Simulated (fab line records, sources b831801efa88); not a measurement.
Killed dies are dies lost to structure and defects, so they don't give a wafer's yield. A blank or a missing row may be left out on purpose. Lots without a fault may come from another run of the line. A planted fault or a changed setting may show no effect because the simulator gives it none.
Chamber matching | flow sky130 | SKY_VIA3_ETCH_15 on rie_diel-03: 4 sister chambers
The step etches SiO2 in C4F8/O2/Ar, stops on TiN, target depth 507 nm, time 78 s. 4 wafers are shown with their chamber, then 8 later ones without.

WAFERS WITH THEIR CHAMBER
wafer  | chamber | oes_product_au (a.u.)
L662.3 | 2       | 0.951
L672.2 | 1       | 0.942
L672.6 | 0       | 0.943
L675.1 | 3       | 0.939

WAFERS WITHOUT THEIR CHAMBER
wafer  | oes_product_au (a.u.)
L675.2 | 0.952
L675.6 | 0.951
L677.3 | 0.945
L677.4 | 0.947
L677.5 | 0.940
L679.4 | 0.948
L679.5 | 0.950
L679.6 | 0.943

WHICH CHAMBER EACH WENT THROUGH
wafer  | from the rows above          | in truth
L675.2 | 2                            | 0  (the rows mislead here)
L675.6 | 2                            | 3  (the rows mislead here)
L677.3 | can't be placed: 0 or 1      | 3
L677.4 | can't be placed: 0 or 2 or 1 | 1
L677.5 | can't be placed: 3 or 1 or 0 | 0
L679.4 | can't be placed: 2 or 0 or 1 | 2
L679.5 | 2                            | 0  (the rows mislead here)
L679.6 | can't be placed: 0 or 1      | 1
Placed correctly: 0 of 8. Can't be placed from these rows: 5 (the true chamber is among the candidates in 4). Placed wrongly: 3.
How it was worked out, from the rows above alone: a wafer's distance from a chamber is the root of the sum, over the readings, of the square of ((its reading less the chamber's mean) divided by the reading's scatter). The wafer belongs to the nearest chamber; if the next one is less than 2 further off, it can't be placed. A chamber's mean is the mean of its shown wafers. The scatter: with one shown wafer a chamber, the root of the mean of the squares of how far each hidden wafer lies from its nearest shown one.
